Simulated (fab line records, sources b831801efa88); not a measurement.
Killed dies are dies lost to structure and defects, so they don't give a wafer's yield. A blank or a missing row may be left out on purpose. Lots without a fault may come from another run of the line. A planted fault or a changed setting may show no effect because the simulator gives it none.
Problem report in the 8D (eight disciplines) form, filled by code | flow gf180mcu | the parts of the form that need people (team, actions taken, sign-off) are left out

1. THE PROBLEM
V2_W_RS at GF_V2_RS_MEAS_24 reads a mean of 0.293 ohm/sq on 6 wafers of 2 lots; wafers without a fault read 0.327 ohm/sq with a standard deviation of 0.0034. That is -9.9 standard deviations from the usual mean.
The step: measures by four-point-probe.
First seen on wafer L360.1, day 24 07:23, on film_metro-03. The record holds 30 wafers of 10 lots with a number at this step. Rule for "out", or "out of limits": more than 4 standard deviations from the usual mean. The other wafers with a number count as sound.

2. WHAT IT IS AND WHAT IT IS NOT
question                    | is                     | is not
which readings at this step | V2_W_RS                | -
which lots                  | L360, L362             | L353, L354, L356, L363, L365, L371, L372, L373
which wafers of those lots  | all that have a number | -
read on which gauges        | film_metro-03          | film_metro-02, film_metro-04
when                        | from day 24 07:23      | up to then (9 sound wafers); but 15 sound wafers of L363, L365, L371, L372, L373 came after

3. SUSPECTS, AND WHAT RULES EACH OUT
Counting: a tool at a process step up to the reading stays a suspect if it ran every lot that is out and no sound lot after the first of them.
- the gauge at GF_V2_RS_MEAS_24: ruled out. All the wafers that are out were read on film_metro-03, but those of them that GF_V2_CVD_23 has rows for are out there too, on other tools.
- cvd_w-01 at GF_V2_CVD_23 (deposits W, target thk 350 nm, time 104.94 s): ruled out as a lasting fault. Sound lots L372, L373 ran on it after its first lot that is out, L360 (day 24 07:17).
Left after counting: nothing in the record.

4. THE CAUSE (what the simulator had put in)
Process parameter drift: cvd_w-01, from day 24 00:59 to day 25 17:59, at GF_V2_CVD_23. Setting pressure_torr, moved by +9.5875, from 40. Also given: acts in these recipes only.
Counting ruled it out, wrongly: the rule takes a fault to strike every lot that its tool runs from its start on, and this one did not.

5. THE CHAIN OF EFFECTS, in route order
Each row: a reading whose mean over the struck wafers that have a number lies more than 3 standard deviations from the usual. Only readings for which the record gives a usual standard deviation are gone through. hours: the time from each lot's start at the first step in this table that gives one to its start at this step, as a median over the lots. sigmas: the change in usual standard deviations.
hours | step              | reading               | usual        | on struck wafers | change | sigmas
0     | GF_V2_CVD_23      | chamber_pressure_Torr | 40.01 Torr   | 49.52            | +9.51  | +99 or more
0     | GF_V2_RS_MEAS_24  | V2_W_RS               | 0.327 ohm/sq | 0.293            | -0.034 | -9.9
0     | GF_V2_THK_MEAS_25 | V2_W_THK              | 358 nm       | 400              | +42    | +7.6
0     | GF_V2_CMP_26      | time_to_endpoint_s    | 86.3 s       | 97.1             | +10.8  | +4.0
The process steps in it:
- GF_V2_CVD_23: deposits W, target thk 350 nm, time 104.94 s.
- GF_V2_CMP_26: polishes, stops on SiO2, t overpolish 15 s, target thk 0 nm.

6. WHAT WOULD HAVE CAUGHT IT SOONER
In this record the first reading out of limits at a measuring or inspecting step was taken at day 24 07:23, 6 hours after the fault began at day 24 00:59.
The tool's own readings at GF_V2_CVD_23 were out on every struck wafer that the step has a row for (chamber_pressure_Torr): an alarm limit on them would have fired on the first of those.
